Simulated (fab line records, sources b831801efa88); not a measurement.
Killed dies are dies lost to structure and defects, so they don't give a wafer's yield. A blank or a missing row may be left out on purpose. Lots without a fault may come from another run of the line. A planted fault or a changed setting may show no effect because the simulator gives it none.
fab line records | flow sky130
record lots=5 wafers=15 last_day=49
route steps=708 shown LI_CONTACT@363 LOCAL_INTERCONNECT@387
lots that met no fault: from a run of the same line without faults
start_h: hours from the record's first day to the start of the lot's first wafer shown | wait_h: hours since the lot's step before | " the same as in the row above | L1.1+2: a row that stands for several wafers | - no value, or no start given | * or withheld: withheld | < > ~ a bound
route shown NAME@n: a module of which the file shows steps, and the number in the route of the first | usual: mean/standard deviation of fault-free wafers | same: alike in all rows | chamber/n: place in a boat | sites: the reading at each site | _std_site: their standard deviation | _edge_site: outer sites' mean less inner sites' | radius_mm: how far each site lies from the wafer's centre | mask NAME#n: copy n | behind: the tool/chamber that last shaped the wafer | hold: why the lot was held/for how many hours/how that ended | device: the transistor (n, p or np) that didn't switch | end of line: the same wafers' tests at the end of the route | a step without rows: its recipe alone | killed: dies lost to structure and defects at the first sort, not the wafer's yield | map: a wafer's dies, x killed, . not, _ none there
set.NAME: the setting as run; set.NAME@STEP: as run at that earlier step | model.NAME: the simulator's own value behind a step, which no gauge read
lots at some steps of the route; a table a step, a row a wafer
services: from which hour (start_h, from the record's first day; less than 0 if before it) a tool's chamber was out of use, for how many hours, and why
## steps
# step SKY_LI_CONTACT_THK_MEAS_01
# recipe reads=PSG_of_LI_CONTACT_HDPCVD_00
# usual LI_CONTACT_HDPCVD_THK=931/8.3
# columns lot.wafer tool chamber start_h wait_h LI_CONTACT_HDPCVD_THK[nm]
L078.1 film_metro-04 - 686.36 0.1 933
L078.5 " - " " 922
L078.6 " - " " 935
L080.3 film_metro-03 - 694.18 0.1 922
L080.4 " - " " 927
L080.5 " - " " 918
L084.1 film_metro-03 - 732.31 0.1 926
L084.4 " - " " 931
L084.5 " - " " 934
L090.1 film_metro-02 - 784.56 0.1 921
L090.2 " - " " 929
L090.5 " - " " 932
L091.1 film_metro-03 - 786.66 0.1 936
L091.2 " - " " 925
L091.6 " - " " 912
# step SKY_LI_CONTACT_CMP_02
# recipe material=PSG down_force_psi=4 platen_rpm=60 pad_velocity_m_s=0.94248
# usual motor_current_A=12.4/1.3 time_to_endpoint_s=33.6/2.5
# columns lot.wafer tool chamber start_h wait_h motor_current_A time_to_endpoint_s
L078.1 cmp-01 2 686.52 0.1 12.5 33.2
L078.6 " 0 " " 12.8 34.2
L078.5 " 1 " " 14.5 33.4
L080.3 cmp-01 3 694.22 0.0 10.2 34.9
L080.4 " 1 " " 14.4 34.8
L080.5 " 0 " " 13.8 32.1
L084.1 cmp-02 0 732.47 0.1 13.0 35.8
L084.4 " 1 " " 12.6 31.9
L084.5 " 3 " " 12.4 32.9
L090.1 cmp-02 1 784.62 0.1 12.6 32.4
L090.2 " 3 " " 11.7 30.8
L090.5 " 2 " " 10.0 30.6
L091.2 cmp-02 0 786.72 0.0 12.9 36.9
L091.1 " 3 " " 11.8 35.5
L091.6 " 1 " " 13.8 31.5
# step SKY_LI_CONTACT_BOW_MEAS_03
# recipe mode=bow
# usual LI_CONTACT_BOW=56/6.5
# columns lot.wafer tool chamber start_h wait_h LI_CONTACT_BOW[um]
L078.1 film_metro-02 - 686.72 0.1 65
L078.5 " - " " 60
L078.6 " - " " 69
L080.3 film_metro-02 - 694.56 0.3 62
L080.4 " - " " 63
L080.5 " - " " 52
L084.1 film_metro-02 - 732.67 0.1 59
L084.4 " - " " 45
L084.5 " - " " 58
L090.1 film_metro-02 - 784.92 0.2 59
L090.2 " - " " 51
L090.5 " - " " 47
L091.1 film_metro-02 - 787.02 0.1 42
L091.2 " - " " 43
L091.6 " - " " 56
# step SKY_LI_CONTACT_DEHYDRATE_04
# recipe temp_c=200 time_s=60
# usual chill_plate_temp_C=22.99/0.098 plate_temp_C=200.01/0.15 resist_line_temp_C=23.00/0.097
# columns lot.wafer tool chamber start_h wait_h chill_plate_temp_C plate_temp_C resist_line_temp_C
L078.1 litho_track-01 0 699.13 12.4 23.05 200.02 23.10
L078.5 " 0 " " 23.07 199.76 22.91
L078.6 " 0 " " 23.12 200.26 22.97
L080.3 litho_track-04 0 708.34 13.8 22.90 200.20 22.98
L080.4 " 0 " " 22.89 199.90 22.99
L080.5 " 0 " " 23.09 199.92 23.09
L084.1 litho_track-01 0 745.98 13.3 23.00 200.07 22.95
L084.4 " 0 " " 23.06 200.19 22.94
L084.5 " 0 " " 23.13 199.99 22.98
L090.1 litho_track-04 0 797.39 12.5 22.99 199.88 22.74
L090.2 " 0 " " 22.99 200.09 23.11
L090.5 " 0 " " 23.10 199.99 23.07
L091.1 litho_track-02 0 799.84 12.8 23.04 199.86 23.04
L091.2 " 0 " " 22.96 199.84 22.99
L091.6 " 0 " " 23.05 200.18 22.84
# step SKY_LI_CONTACT_HMDS_05
# recipe prime_time_s=60 prime_temp_c=120
# usual chill_plate_temp_C=22.99/0.1 resist_line_temp_C=23.04/0.098
# columns lot.wafer tool chamber start_h wait_h chill_plate_temp_C resist_line_temp_C
L078.1 litho_track-01 0 699.28 0.1 22.89 23.12
L078.5 " 0 " " 23.02 22.99
L078.6 " 0 " " 22.91 23.14
L080.3 litho_track-04 0 708.49 0.1 22.89 22.97
L080.4 " 0 " " 23.05 22.87
L080.5 " 0 " " 22.96 22.95
L084.1 litho_track-01 0 746.13 0.1 22.87 23.07
L084.4 " 0 " " 22.88 23.05
L084.5 " 0 " " 22.93 22.94
L090.1 litho_track-04 0 797.54 0.1 23.04 23.00
L090.2 " 0 " " 23.04 22.94
L090.5 " 0 " " 22.94 23.10
L091.1 litho_track-02 0 799.99 0.1 22.94 22.95
L091.2 " 0 " " 22.92 22.95
L091.6 " 0 " " 23.08 22.93
# step SKY_LI_CONTACT_COAT_06
# recipe resist=BARC temp_c=withheld time_s=withheld spin_rpm=3000 resist_thk_nm=60
# usual chill_plate_temp_C=* resist_line_temp_C=*
# columns lot.wafer tool chamber start_h wait_h chill_plate_temp_C resist_line_temp_C
L078.1 litho_track-01 0 699.43 0.1 * *
L078.5 " 0 " " * *
L078.6 " 0 " " * *
L080.3 litho_track-04 0 708.64 0.1 * *
L080.4 " 0 " " * *
L080.5 " 0 " " * *
L084.1 litho_track-01 0 746.28 0.1 * *
L084.4 " 0 " " * *
L084.5 " 0 " " * *
L090.1 litho_track-04 0 797.69 0.1 * *
L090.2 " 0 " " * *
L090.5 " 0 " " * *
L091.1 litho_track-02 0 800.14 0.1 * *
L091.2 " 0 " " * *
L091.6 " 0 " " * *
# step SKY_LI_CONTACT_COAT_07
# recipe resist=KrF-thick spin_rpm=3000 resist_thk_nm=450
# usual chill_plate_temp_C=22.98/0.12 resist_line_temp_C=23.00/0.11
# columns lot.wafer tool chamber start_h wait_h chill_plate_temp_C resist_line_temp_C
L078.1 litho_track-01 0 - - 22.82 23.06
L078.5 " 0 " " 23.01 23.03
L078.6 " 0 " " 22.86 22.81
L080.3 litho_track-04 0 - - 22.89 22.92
L080.4 " 0 " " 22.99 22.88
L080.5 " 0 " " 22.92 22.91
L084.1 litho_track-01 0 - - 22.89 22.86
L084.4 " 0 " " 23.03 22.95
L084.5 " 0 " " 22.94 22.85
L090.1 litho_track-04 0 - - 23.23 22.84
L090.2 " 0 " " 22.99 22.96
L090.5 " 0 " " 23.04 23.04
L091.1 litho_track-02 0 - - 22.92 23.05
L091.2 " 0 " " 22.81 23.07
L091.6 " 0 " " 22.99 22.98
# step SKY_LI_CONTACT_SOFTBAKE_08
# recipe temp_c=100.5 time_s=90 resist=KrF-thick
# usual chill_plate_temp_C=23.01/0.11 plate_temp_C=100.48/0.12 resist_line_temp_C=23.02/0.12
# columns lot.wafer tool chamber start_h wait_h chill_plate_temp_C plate_temp_C resist_line_temp_C
L078.1 litho_track-01 0 - - 23.04 100.47 22.83
L078.5 " 0 " " 22.79 100.42 22.89
L078.6 " 0 " " 23.02 100.44 22.79
L080.3 litho_track-04 0 - - 23.11 100.52 23.01
L080.4 " 0 " " 23.00 100.30 23.06
L080.5 " 0 " " 23.18 100.36 23.17
L084.1 litho_track-01 0 - - 23.19 100.56 23.20
L084.4 " 0 " " 23.24 100.55 23.01
L084.5 " 0 " " 23.08 100.57 23.26
L090.1 litho_track-04 0 - - 22.98 100.35 22.98
L090.2 " 0 " " 23.00 100.33 23.07
L090.5 " 0 " " 22.90 100.48 23.11
L091.1 litho_track-02 0 - - 23.11 100.42 22.95
L091.2 " 0 " " 23.15 100.49 23.14
L091.6 " 0 " " 22.99 100.45 23.23
# step SKY_LI_CONTACT_EXPOSE_09
# recipe mask_id=LICM1 na=0.8 source_shape=annular sigma_inner=0.55 sigma_outer=0.85 target_cd_nm=170 dose_mj=38
# columns lot.wafer tool chamber start_h wait_h mask
L078.1+5+6 krf_scanner-01 0 - - LICM1#0
L080.3+4+5 krf_scanner-02 0 - - LICM1#0
L084.1+4+5 krf_scanner-02 0 - - LICM1#0
L090.1+2+5 krf_scanner-02 0 - - LICM1#0
L091.1+2+6 krf_scanner-02 0 - - LICM1#0
# step SKY_LI_CONTACT_PEB_10
# recipe peb_temp_c=withheld peb_time_s=withheld resist=KrF-thick
# usual chill_plate_temp_C=* resist_line_temp_C=*
# columns lot.wafer tool chamber start_h wait_h chill_plate_temp_C resist_line_temp_C
L078.1 litho_track-01 0 - - * *
L078.5 " 0 " " * *
L078.6 " 0 " " * *
L080.3 litho_track-01 0 - - * *
L080.4 " 0 " " * *
L080.5 " 0 " " * *
L084.1 litho_track-02 0 - - * *
L084.4 " 0 " " * *
L084.5 " 0 " " * *
L090.1 litho_track-04 0 - - * *
L090.2 " 0 " " * *
L090.5 " 0 " " * *
L091.1 litho_track-02 0 - - * *
L091.2 " 0 " " * *
L091.6 " 0 " " * *
# step SKY_LI_CONTACT_DEVELOP_11
# recipe develop_time_s=60 resist=KrF-thick dev_temp_c=21
# usual chill_plate_temp_C=23.02/0.12 resist_line_temp_C=23.04/0.11
# same develop_time_s=60
# columns lot.wafer tool chamber start_h wait_h chill_plate_temp_C resist_line_temp_C
L078.1 litho_track-01 0 - - 22.85 23.01
L078.5 " 0 " " 23.02 22.95
L078.6 " 0 " " 22.79 23.06
L080.3 litho_track-01 0 - - 23.13 23.07
L080.4 " 0 " " 23.26 23.18
L080.5 " 0 " " 23.16 23.24
L084.1 litho_track-02 0 - - 22.98 22.97
L084.4 " 0 " " 22.80 22.92
L084.5 " 0 " " 22.84 22.93
L090.1 litho_track-04 0 - - 22.88 23.03
L090.2 " 0 " " 23.03 23.16
L090.5 " 0 " " 22.90 23.11
L091.1 litho_track-02 0 - - 23.01 23.15
L091.2 " 0 " " 23.01 23.12
L091.6 " 0 " " 23.11 23.10
# step SKY_LI_CONTACT_CD_MEAS_12
# recipe target_cd_nm=170
# usual cd_nm=169.8/1.3
# columns lot.wafer tool chamber start_h wait_h cd_nm
L078.1 cd_sem-02 - 714.93 - 168.6
L078.5 " - " " 169.2
L078.6 " - " " 168.8
L080.3 cd_sem-02 - 722.52 - 172.7
L080.4 " - " " 171.8
L080.5 " - " " 171.7
L084.1 cd_sem-02 - 759.64 - 170.6
L084.4 " - " " 169.8
L084.5 " - " " 169.9
L090.1 cd_sem-02 - 811.09 - 168.9
L090.2 " - " " 170.5
L090.5 " - " " 171.8
L091.1 cd_sem-01 - 813.34 - 169.1
L091.2 " - " " 169.3
L091.6 " - " " 170.8
# step SKY_LI_CONTACT_OVL_MEAS_13
# usual LI_CONTACT_OVL=1/6.8
# columns lot.wafer tool chamber start_h wait_h LI_CONTACT_OVL[nm]
L078.1 overlay-02 - 715.05 0.1 -11
L078.5 " - " " -12
L078.6 " - " " -9
L080.3 overlay-02 - 722.62 0.1 17
L080.4 " - " " 8
L080.5 " - " " 8
L084.1 overlay-01 - 759.76 0.1 2
L084.4 " - " " 2
L084.5 " - " " 0
L090.1 overlay-02 - 811.21 0.1 8
L090.2 " - " " 1
L090.5 " - " " 4
L091.1 overlay-01 - 813.46 0.1 0
L091.2 " - " " 10
L091.6 " - " " 12
# step SKY_LI_CONTACT_ETCH_14
# recipe chemistry=N2/H2 target=BARC ion_energy_ev=200 source_w=500 bias_w=100 pressure_mtorr=30 n2_flow_sccm=100 h2_flow_sccm=200 stop_on=SiO2 time_s=45.9 target_depth_a=600
# usual drypump_motor_current_A=5.8/0.34 oes_product_au=0.854/0.0048 throttle_valve_pct=13.223/0.0086
# columns lot.wafer tool chamber start_h wait_h drypump_motor_current_A oes_product_au rf_hours_counter_h throttle_valve_pct
L078.1 rie_diel-01 1 715.09 0.0 6.1 0.861 10 13.224
L078.5 " 2 " " 5.4 0.855 - 13.233
L078.6 " 3 " " 5.0 0.860 - 13.223
L080.3 rie_diel-02 3 722.64 0.0 5.4 0.851 16 13.233
L080.4 " 1 " " 5.7 0.853 23 13.214
L080.5 " 1 " " 5.7 0.849 - 13.215
L084.1 rie_diel-02 3 759.79 0.0 5.4 0.852 17 13.219
L084.4 " 0 " " 5.9 0.861 29 13.215
L084.5 " 3 " " 5.4 0.853 - 13.224
L090.1 rie_diel-02 0 811.24 0.0 5.9 0.847 31 13.215
L090.2 " 1 " " 5.7 0.846 25 13.224
L090.5 " 2 " " 5.8 0.850 - 13.216
L091.1 rie_diel-04 1 813.49 0.0 5.9 0.847 5 13.223
L091.2 " 3 " " 5.9 0.845 7 13.225
L091.6 " 1 " " 5.9 0.851 - 13.212
# step SKY_LI_CONTACT_ETCH_15
# recipe target=PSG chemistry=C4F8/O2/Ar stop_on=Si taper_deg=4.15 mask_material=KrF-thick source_w=1500 bias_w=1200 pressure_mtorr=40 c4f8_flow_sccm=withheld O2_flow_sccm=6 Ar_flow_sccm=300 time_s=withheld target_depth_a=6000
# usual oes_product_au=0.834/0.0044
# columns lot.wafer tool chamber start_h wait_h oes_product_au
L078.1 rie_diel-01 1 715.13 0.0 0.839
L078.5 " 2 " " 0.843
L078.6 " 3 " " 0.836
L080.3 rie_diel-02 3 722.68 0.0 0.833
L080.4 " 1 " " 0.828
L080.5 " 1 " " 0.830
L084.1 rie_diel-02 3 759.84 0.0 0.836
L084.4 " 0 " " 0.829
L084.5 " 3 " " 0.833
L090.1 rie_diel-02 0 811.29 0.0 0.835
L090.2 " 1 " " 0.828
L090.5 " 2 " " 0.839
L091.1 rie_diel-04 1 813.54 0.0 0.840
L091.2 " 3 " " 0.842
L091.6 " 1 " " 0.835
# step SKY_LI_CONTACT_STRIP_16
# recipe chemistry=O2/N2 power_w=1400 pressure_mtorr=1500 platen_temp_c=withheld o2_flow_sccm=3000 n2_flow_sccm=300 overash_fraction=0.5
# usual drypump_motor_current_A=6.0/0.35 oes_product_au=0.376/0.0048 strip_time_to_endpoint_s=3.49/0.033
# columns lot.wafer tool chamber start_h wait_h drypump_motor_current_A oes_product_au rf_hours_counter_h strip_time_to_endpoint_s
L078.1 plasma_asher-04 1 715.22 - 5.8 0.373 90 3.52
L078.5 " 0 " " 6.4 0.376 - 3.48
L078.6 " 1 " " 5.8 0.370 - 3.44
L080.3 plasma_asher-04 1 722.80 - 5.8 0.367 - 3.47
L080.4 " 0 " " 6.4 0.384 - 3.44
L080.5 " 1 " " 5.8 0.376 - 3.45
L084.1 plasma_asher-01 0 759.92 - 5.8 0.373 30 3.51
L084.4 " 0 " " 5.8 0.388 - 3.51
L084.5 " 0 " " 5.8 0.375 - 3.49
L090.1 plasma_asher-03 1 811.37 - 5.5 0.368 6 3.52
L090.2 " 0 " " 6.6 0.371 6 3.51
L090.5 " 0 " " 6.6 0.375 - 3.50
L091.1 plasma_asher-03 1 813.62 - 5.5 0.382 7 3.52
L091.2 " 0 " " 6.6 0.376 7 3.49
L091.6 " 1 " " 5.4 0.376 - 3.51
# step SKY_LI_CONTACT_CLEAN_17
# recipe chemistry=NMP time_s=600 temp_c=60 dry=n2_spin
# columns lot.wafer tool chamber start_h wait_h
L078.1+5+6 wet_bench-02 1 715.32 0.1
L080.3+4+5 wet_bench-03 3 722.87 0.0
L084.1+4+5 wet_bench-04 0 760.02 0.1
L090.1+2+5 wet_bench-03 2 811.47 0.1
L091.1+2+6 wet_bench-04 0 813.72 0.1
# step SKY_LI_CONTACT_PRE_CLEAN_18
# recipe gas=Ar time_s=5.6 bias_v=358
# columns lot.wafer tool chamber start_h wait_h
L078.1+5+6 pvd_sputter-04 - 715.49 0.0
L080.3+4+5 pvd_sputter-03 - 723.04 0.0
L084.1+4+5 pvd_sputter-04 - 760.20 0.0
L090.1+2+5 pvd_sputter-01 - 811.65 0.0
L091.1+2+6 pvd_sputter-01 - 813.90 0.0
# step SKY_LI_CONTACT_SPUTTER_19
# recipe material=Ti target_thk_nm=20 chamber_pressure_pa=5 power_w=2500 substrate_temp_c=200 time_s=106.37
# usual substrate_temp_c=200.00/0.17 throttle_valve_pct=30.0/0.74
# columns lot.wafer tool chamber start_h wait_h substrate_temp_c throttle_valve_pct
L078.1 pvd_sputter-04 - 715.51 0.0 200.14 30.5
L078.5 " - " " 199.92 28.8
L078.6 " - " " 199.91 29.7
L080.3 pvd_sputter-03 - 723.06 0.0 199.64 29.0
L080.4 " - " " 200.16 29.2
L080.5 " - " " 199.75 29.2
L084.1 pvd_sputter-04 - 760.22 0.0 200.01 30.0
L084.4 " - " " 199.81 29.5
L084.5 " - " " 199.95 28.8
L090.1 pvd_sputter-01 - 811.67 0.0 199.98 30.0
L090.2 " - " " 200.14 30.0
L090.5 " - " " 200.21 29.9
L091.1 pvd_sputter-01 - 813.92 0.0 200.18 30.2
L091.2 " - " " 200.32 32.2
L091.6 " - " " 200.17 30.1
# step SKY_LI_CONTACT_SPUTTER_20
# recipe material=TiN target_thk_nm=20 chamber_pressure_pa=5 power_w=4000 time_s=80
# usual throttle_valve_pct=30.0/0.75
# columns lot.wafer tool chamber start_h wait_h throttle_valve_pct
L078.1 pvd_sputter-04 - 715.59 0.0 30.5
L078.5 " - " " 28.8
L078.6 " - " " 29.9
L080.3 pvd_sputter-03 - 723.14 0.0 29.5
L080.4 " - " " 29.0
L080.5 " - " " 28.8
L084.1 pvd_sputter-04 - 760.29 0.0 30.1
L084.4 " - " " 30.2
L084.5 " - " " 29.0
L090.1 pvd_sputter-01 - 811.74 0.0 30.4
L090.2 " - " " 29.8
L090.5 " - " " 29.8
L091.1 pvd_sputter-01 - 813.99 0.0 30.4
L091.2 " - " " 32.0
L091.6 " - " " 30.2
# step SKY_LI_CONTACT_CVD_21
# recipe material=W target_thk_nm=400 time_s=120.56 temp_c=400 pressure_torr=40
# usual heater_power_w=948/100
# columns lot.wafer tool chamber start_h wait_h heater_power_w
L078.1 cvd_w-01 1 715.65 0.0 821
L078.5 " 0 " " 1037
L078.6 " 1 " " 810
L080.3 cvd_w-02 1 723.24 0.1 1097
L080.4 " 0 " " 871
L080.5 " 1 " " 1069
L084.1 cvd_w-01 1 760.35 0.0 813
L084.4 " 0 " " 1010
L084.5 " 1 " " 821
L090.1 cvd_w-01 0 811.80 0.0 1013
L090.2 " 1 " " 825
L090.5 " 1 " " 828
L091.1 cvd_w-02 1 814.05 0.0 1090
L091.2 " 0 " " 907
L091.6 " 0 " " 881
# step SKY_LI_CONTACT_RS_MEAS_22
# recipe thk_meas_gauge=four-point-probe reads=W_of_LI_CONTACT_CVD_21+TiN_of_LI_CONTACT_SPUTTER_20+Ti_of_LI_CONTACT_SPUTTER_19
# usual LI_CONTACT_W_RS=0.2845/0.0025
# columns lot.wafer tool chamber start_h wait_h LI_CONTACT_W_RS[ohm/sq]
L078.1 film_metro-04 - 715.77 0.1 0.2859
L078.5 " - " " 0.2837
L078.6 " - " " 0.2848
L080.3 film_metro-03 - 723.36 0.1 0.2848
L080.4 " - " " 0.2849
L080.5 " - " " 0.2828
L084.1 film_metro-03 - 760.48 0.1 0.2880
L084.4 " - " " 0.2833
L084.5 " - " " 0.2835
L090.1 film_metro-03 - 811.93 0.1 0.2863
L090.2 " - " " 0.2898
L090.5 " - " " 0.2880
L091.1 film_metro-02 - 814.18 0.1 0.2865
L091.2 " - " " 0.2858
L091.6 " - " " 0.2889
# step SKY_LI_CONTACT_THK_MEAS_23
# recipe thk_meas_gauge=xrf reads=W_of_LI_CONTACT_CVD_21
# usual LI_CONTACT_W_THK=392/4.4
# columns lot.wafer tool chamber start_h wait_h LI_CONTACT_W_THK[nm]
L078.1 film_metro-04 - 715.89 0.1 387
L078.5 " - " " 391
L078.6 " - " " 389
L080.3 film_metro-03 - 723.46 0.1 397
L080.4 " - " " 394
L080.5 " - " " 397
L084.1 film_metro-03 - 760.60 0.1 386
L084.4 " - " " 394
L084.5 " - " " 391
L090.1 film_metro-03 - 812.05 0.1 388
L090.2 " - " " 388
L090.5 " - " " 391
L091.1 film_metro-02 - 814.30 0.1 389
L091.2 " - " " 388
L091.6 " - " " 387
# step SKY_LI_CONTACT_CMP_24
# recipe stop_on=PSG t_overpolish_s=20 down_force_psi=3.5 platen_rpm=60 target_thk_nm=0 pad_velocity_m_s=0.94248
# usual motor_current_A=11.4/1.2 overpolish_run_s=20.000/0.0089 time_to_endpoint_s=98/3.5
# columns lot.wafer tool chamber start_h wait_h motor_current_A overpolish_run_s time_to_endpoint_s
L078.1 cmp-02 3 715.95 0.1 11.6 20.007 96
L078.6 " 3 " " 11.2 20.001 99
L078.5 " 0 " " 11.3 20.007 103
L080.3 cmp-02 3 723.60 0.1 11.0 19.995 98
L080.4 " 0 " " 11.6 19.984 104
L080.5 " 1 " " 12.8 19.992 93
L084.4 cmp-02 3 760.76 0.1 11.1 20.004 99
L084.1 " 0 " " 11.8 19.989 100
L084.5 " 2 " " 9.5 19.997 92
L090.2 cmp-01 3 812.11 0.0 9.5 20.004 98
L090.1 " 1 " " 13.3 19.996 95
L090.5 " 0 " " 12.0 20.005 96
L091.2 cmp-01 1 814.36 0.0 13.1 19.996 97
L091.1 " 3 " " 9.2 19.998 100
L091.6 " 1 " " 13.0 20.004 100
# step SKY_LOCAL_INTERCONNECT_SPUTTER_00
# recipe material=TiN target_thk_nm=100 temp_c=300 power_w=6500 time_s=83.3 chamber_pressure_pa=0.4
# usual substrate_temp_c=300.00/0.2 throttle_valve_pct=29.5/0.79
# columns lot.wafer tool chamber start_h wait_h substrate_temp_c throttle_valve_pct
L078.1 pvd_sputter-04 - 716.25 0.2 300.05 30.1
L078.5 " - " " 300.24 30.4
L078.6 " - " " 299.86 28.8
L080.3 pvd_sputter-02 - 723.80 0.1 299.62 26.9
L080.4 " - " " 300.09 29.6
L080.5 " - " " 299.54 29.9
L084.1 pvd_sputter-03 - 760.96 0.1 299.98 29.3
L084.4 " - " " 299.70 29.9
L084.5 " - " " 300.22 29.3
L090.1 pvd_sputter-03 - 812.41 0.1 300.02 29.6
L090.2 " - " " 300.07 29.5
L090.5 " - " " 300.03 29.5
L091.1 pvd_sputter-04 - 814.66 0.1 299.57 28.9
L091.2 " - " " 299.87 30.1
L091.6 " - " " 300.06 29.6
# step SKY_LOCAL_INTERCONNECT_RS_MEAS_01
# recipe thk_meas_gauge=four-point-probe reads=TiN_of_LOCAL_INTERCONNECT_SPUTTER_00
# usual LOCAL_INTERCONNECT_TIN_RS=14.17/0.16
# columns lot.wafer tool chamber start_h wait_h LOCAL_INTERCONNECT_TIN_RS[ohm/sq]
L078.1 film_metro-01 - 716.32 0.0 13.70
L078.5 " - " " 13.94
L078.6 " - " " 13.87
L080.3 film_metro-02 - 723.91 0.1 13.96
L080.4 " - " " 14.25
L080.5 " - " " 14.32
L084.1 film_metro-02 - 761.02 0.0 14.11
L084.4 " - " " 14.13
L084.5 " - " " 14.11
L090.1 film_metro-02 - 812.47 0.0 14.24
L090.2 " - " " 14.09
L090.5 " - " " 14.22
L091.1 film_metro-01 - 814.74 0.0 14.51
L091.2 " - " " 14.36
L091.6 " - " " 14.52
# step SKY_LOCAL_INTERCONNECT_THK_MEAS_02
# recipe thk_meas_gauge=xrf reads=TiN_of_LOCAL_INTERCONNECT_SPUTTER_00
# usual LOCAL_INTERCONNECT_TIN_THK=101.3/1.3
# columns lot.wafer tool chamber start_h wait_h LOCAL_INTERCONNECT_TIN_THK[nm]
L078.1 film_metro-01 - 716.44 0.1 103.4
L078.5 " - " " 102.0
L078.6 " - " " 102.5
L080.3 film_metro-02 - 724.01 0.1 103.2
L080.4 " - " " 100.9
L080.5 " - " " 100.7
L084.1 film_metro-02 - 761.14 0.1 102.7
L084.4 " - " " 102.0
L084.5 " - " " 102.2
L090.1 film_metro-02 - 812.59 0.1 101.9
L090.2 " - " " 103.1
L090.5 " - " " 102.0
L091.1 film_metro-01 - 814.86 0.1 98.5
L091.2 " - " " 99.2
L091.6 " - " " 98.3
# step SKY_LOCAL_INTERCONNECT_DEHYDRATE_03
# recipe temp_c=200 time_s=60
# usual chill_plate_temp_C=22.99/0.099 plate_temp_C=200.02/0.13 resist_line_temp_C=23.02/0.11
# columns lot.wafer tool chamber start_h wait_h chill_plate_temp_C plate_temp_C resist_line_temp_C
L078.1 litho_track-02 0 728.59 12.1 22.87 199.99 23.00
L078.5 " 0 " " 22.90 199.74 23.06
L078.6 " 0 " " 22.93 200.19 23.03
L080.3 litho_track-04 0 737.39 13.4 23.09 199.86 22.92
L080.4 " 0 " " 22.91 199.92 23.11
L080.5 " 0 " " 22.91 200.15 22.83
L084.1 litho_track-04 0 774.84 13.7 22.96 200.00 23.05
L084.4 " 0 " " 22.96 199.92 23.17
L084.5 " 0 " " 22.93 199.97 23.00
L090.1 litho_track-04 0 825.24 12.6 22.88 199.94 23.03
L090.2 " 0 " " 23.12 200.11 23.02
L090.5 " 0 " " 23.08 200.08 23.01
L091.1 litho_track-03 0 827.32 12.4 23.03 199.99 23.13
L091.2 " 0 " " 22.99 200.20 23.22
L091.6 " 0 " " 23.11 200.03 23.02
# step SKY_LOCAL_INTERCONNECT_HMDS_04
# recipe prime_time_s=60 prime_temp_c=120
# usual chill_plate_temp_C=23.03/0.1 resist_line_temp_C=22.98/0.12
# columns lot.wafer tool chamber start_h wait_h chill_plate_temp_C resist_line_temp_C
L078.1 litho_track-02 0 728.74 0.1 23.13 23.02
L078.5 " 0 " " 23.10 22.76
L078.6 " 0 " " 23.06 23.03
L080.3 litho_track-04 0 737.54 0.1 23.08 23.09
L080.4 " 0 " " 22.98 23.09
L080.5 " 0 " " 23.21 23.13
L084.1 litho_track-04 0 774.99 0.1 23.21 23.06
L084.4 " 0 " " 23.16 22.89
L084.5 " 0 " " 23.12 23.06
L090.1 litho_track-04 0 825.39 0.1 23.05 23.10
L090.2 " 0 " " 23.16 23.00
L090.5 " 0 " " 23.12 23.05
L091.1 litho_track-03 0 827.47 0.1 22.95 22.94
L091.2 " 0 " " 22.86 23.07
L091.6 " 0 " " 22.95 22.91
# step SKY_LOCAL_INTERCONNECT_COAT_05
# recipe resist=BARC temp_c=withheld time_s=withheld spin_rpm=3000 resist_thk_nm=60
# usual chill_plate_temp_C=* resist_line_temp_C=*
# columns lot.wafer tool chamber start_h wait_h chill_plate_temp_C resist_line_temp_C
L078.1 litho_track-02 0 728.89 0.1 * *
L078.5 " 0 " " * *
L078.6 " 0 " " * *
L080.3 litho_track-04 0 737.69 0.1 * *
L080.4 " 0 " " * *
L080.5 " 0 " " * *
L084.1 litho_track-04 0 775.14 0.1 * *
L084.4 " 0 " " * *
L084.5 " 0 " " * *
L090.1 litho_track-04 0 825.54 0.1 * *
L090.2 " 0 " " * *
L090.5 " 0 " " * *
L091.1 litho_track-03 0 827.62 0.1 * *
L091.2 " 0 " " * *
L091.6 " 0 " " * *
# step SKY_LOCAL_INTERCONNECT_COAT_06
# recipe resist=KrF-thick spin_rpm=3000 resist_thk_nm=450
# usual chill_plate_temp_C=23.00/0.1 resist_line_temp_C=23.00/0.11
# columns lot.wafer tool chamber start_h wait_h chill_plate_temp_C resist_line_temp_C
L078.1 litho_track-02 0 - - 23.18 23.11
L078.5 " 0 " " 23.16 23.09
L078.6 " 0 " " 22.98 22.99
L080.3 litho_track-04 0 - - 22.98 23.02
L080.4 " 0 " " 23.10 22.90
L080.5 " 0 " " 22.98 23.05
L084.1 litho_track-04 0 - - 22.94 23.04
L084.4 " 0 " " 22.84 23.17
L084.5 " 0 " " 22.98 23.03
L090.1 litho_track-04 0 - - 23.05 23.24
L090.2 " 0 " " 22.88 23.11
L090.5 " 0 " " 23.07 23.01
L091.1 litho_track-03 0 - - 23.16 23.09
L091.2 " 0 " " 23.11 23.13
L091.6 " 0 " " 23.13 23.09
## services
# columns tool chamber start_h hours kind
cmp-01 - 664.66 1.2 repair
rie_diel-01 1 676.35 7.5 repair
cmp-02 - 679.62 0.3 repair
krf_scanner-02 - 685.59 0.8 pm
cmp-02 - 690.05 3.4 pm
krf_scanner-02 - 697.88 8.4 repair
rie_diel-04 1 709.85 18.3 repair
cmp-01 - 710.28 4.2 repair
rie_diel-02 3 710.44 3.2 repair
pvd_sputter-03 - 712.14 4.3 repair
cmp-01 - 713.53 0.2 repair
wet_bench-04 - 714.59 1.9 pm
krf_scanner-02 - 716.41 0.4 repair
cmp-02 - 736.40 2.8 repair
cmp-02 - 744.05 4.0 pm
cvd_w-01 - 745.03 14.6 pm
krf_scanner-02 - 749.61 3.0 repair
cmp-01 - 753.75 0.5 repair
cmp-01 - 754.23 2.7 repair
cmp-02 - 777.26 5.2 pm
rie_diel-02 3 790.15 6.4 repair
krf_scanner-02 - 791.61 1.0 pm
cmp-02 - 809.74 2.5 repair
pvd_sputter-01 - 818.93 2.9 repair
## key
fault none
